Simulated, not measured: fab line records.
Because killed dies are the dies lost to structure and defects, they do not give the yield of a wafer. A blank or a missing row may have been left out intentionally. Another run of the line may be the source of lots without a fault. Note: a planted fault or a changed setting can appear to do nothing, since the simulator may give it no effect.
Matching of chambers | flow sky130 | SKY_CONTACT_CMP_04 on cmp-02: 4 sister chambers
The step polishes SiO2. 8 wafers are shown with their chamber, then 7 later ones without.

== WAFERS WITH THEIR CHAMBER ==
wafer  | chamber | motorCurrentA (A) | timeToEndpointS (s)
L871.1 | 1       | 12.3              | 73
L871.5 | 2       | 12.2              | 79
L872.6 | 1       | 12.3              | 78
L883.1 | 0       | 12.4              | 84
L883.3 | 3       | 12.6              | 84
L883.4 | 2       | 12.2              | 84
L882.2 | 0       | 12.4              | 82
L882.3 | 3       | 13.0              | 83

== WAFERS WHOSE CHAMBER IS MISSING ==
wafer  | motorCurrentA (A) | timeToEndpointS (s)
L882.4 | 12.4              | 81
L884.4 | 12.1              | 82
L884.5 | 13.0              | 82
L884.6 | 11.8              | 82
L885.1 | 13.2              | 88
L885.2 | 11.7              | 83
L885.4 | 12.9              | 87

== EACH ONE'S CHAMBER ==
wafer  | from the rows above          | in truth
L882.4 | can't be placed: 0 or 2 or 1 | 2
L884.4 | can't be placed: 2 or 0      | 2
L884.5 | 3                            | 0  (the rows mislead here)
L884.6 | can't be placed: 2 or 0 or 1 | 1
L885.1 | 3                            | 3
L885.2 | can't be placed: 2 or 0 or 1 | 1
L885.4 | 3                            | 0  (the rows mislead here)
Correct placement for 1 of the 7. From these rows, 4 cannot be placed; in 4 the true chamber is one of the candidates. Number placed wrongly: 2.
How it was worked out, from the rows above alone: a wafer's distance from a chamber is the root of the sum, over the readings, of the square of ((its reading less the chamber's mean) divided by the reading's scatter). The wafer belongs to the nearest chamber; if the next one is less than 2 further off, it can't be placed. Each chamber's mean is taken over the wafers shown for it. The scatter: take each reading less its chamber's mean, square it, sum over the shown wafers, divide by the number of wafers less the number of chambers, and take the root.
